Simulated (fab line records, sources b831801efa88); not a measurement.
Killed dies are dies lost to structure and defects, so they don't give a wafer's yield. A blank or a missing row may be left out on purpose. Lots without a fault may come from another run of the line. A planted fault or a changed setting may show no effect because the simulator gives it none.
Split-lot experiment | flow sfq_line | 5 lots, 23 wafers read, on a route of 325 steps

THE SPLIT
At SFQ_TRILAYER_M8_LITHO_COAT_193 (resist thk 600 nm), the setting spin_rpm was moved away from the recipe's 3000 rpm on 4 of the 23 wafers read, by -5.8% to +5.0%. The other wafers ran this setting at the recipe's value.

The reading is taken at the split's own step.

THE READING
KrF_of_TRILAYER_M8_LITHO_COAT_193.thk_nm (the simulator's own value, which no gauge read), in nm, at SFQ_TRILAYER_M8_LITHO_COAT_193 (resist thk 600 nm). The file gives no usual value for it. The 19 wafers here that ran the recipe average 600.9 nm, standard deviation 1.3 nm.

wafer  | tool, chamber at the split | spin_rpm as run, rpm | against the recipe | KrF_of_TRILAYER_M8_LITHO_COAT_193.thk_nm, nm | against lot-mates on the recipe
L079.2 | litho_track-01, 0          | 3000                 | recipe             | 603                                          | -
L079.3 | litho_track-01, 0          | 3000                 | recipe             | 600.2                                        | -
L079.4 | litho_track-01, 0          | 3000                 | recipe             | 600.9                                        | -
L079.5 | litho_track-01, 0          | 3000                 | recipe             | 603.3                                        | -
L079.6 | litho_track-01, 0          | 3000                 | recipe             | 601.3                                        | -
L081.3 | litho_track-01, 0          | 3000                 | recipe             | 599.6                                        | -
L081.5 | litho_track-01, 0          | 3000                 | recipe             | 598.7                                        | -
L081.6 | litho_track-01, 0          | 3000                 | recipe             | 599.2                                        | -
L083.1 | litho_track-02, 0          | 3000                 | recipe             | 599.6                                        | -
L083.2 | litho_track-02, 0          | 3151                 | +5.0%              | 587.2                                        | -13.3
L083.4 | litho_track-02, 0          | 3000                 | recipe             | 601.1                                        | -
L083.5 | litho_track-02, 0          | 3151                 | +5.0%              | 586.3                                        | -14.2
L083.6 | litho_track-02, 0          | 3000                 | recipe             | 600.9                                        | -
L084.1 | litho_track-01, 0          | 2825                 | -5.8%              | 619.9                                        | +19.3
L084.2 | litho_track-01, 0          | 2825                 | -5.8%              | 619.1                                        | +18.5
L084.3 | litho_track-01, 0          | 3000                 | recipe             | 600.9                                        | -
L084.4 | litho_track-01, 0          | 3000                 | recipe             | 601.7                                        | -
L084.6 | litho_track-01, 0          | 3000                 | recipe             | 599.2                                        | -
L085.1 | litho_track-02, 0          | 3000                 | recipe             | 601.9                                        | -
L085.2 | litho_track-02, 0          | 3000                 | recipe             | 601.8                                        | -
L085.3 | litho_track-02, 0          | 3000                 | recipe             | 602.1                                        | -
L085.4 | litho_track-02, 0          | 3000                 | recipe             | 602.6                                        | -
L085.5 | litho_track-02, 0          | 3000                 | recipe             | 599.8                                        | -

THE FIT
A straight line over all 23 wafers: KrF_of_TRILAYER_M8_LITHO_COAT_193.thk_nm changes by -3.02 nm for each +1% of spin_rpm; r = -0.98; the points scatter about the line by 1.3 nm.
The same after taking each lot's own level away (the mean of its wafers on the recipe; 23 wafers): -3.02 nm for each +1%; r = -0.99; scatter 1.1 nm.
On that fit, the largest move of spin_rpm shifts the reading by 18 nm.
The lots' own levels span 599.17 to 601.74 nm, that is 2.0 times the standard deviation above.
So the lot-to-lot level changes the slope little: the two slopes agree.
Check: with one of the wafers moved furthest among these (-5.8%) left out of the fit, the line predicts +17.2 nm for it against its lot-mates. It came out at +19.3 nm against them.

OTHER SPLITS ON THESE WAFERS
These wafers also went through other splits before the reading. Each is held against what the fit with the lots' levels taken away leaves over:
other split on the same wafers              | wafers away from the commonest value | r with KrF_of_TRILAYER_M8_LITHO_COAT_193.thk_nm (lot level and that fit taken away)
SFQ_TRILAYER_M7_LITHO_PEB_180 peb_temp_c    | 6                                    | -0.08
SFQ_TRILAYER_I7_CMP_CMP_184 down_force_psi  | 9                                    | -0.04
SFQ_TRILAYER_I7_VIA_LITHO_COAT_192 spin_rpm | 9                                    | -0.21

THE FILE'S OWN FIT
KrF_of_TRILAYER_M8_LITHO_COAT_193.thk_nm changes by -3.03 nm for each +1% of spin_rpm, r = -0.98.
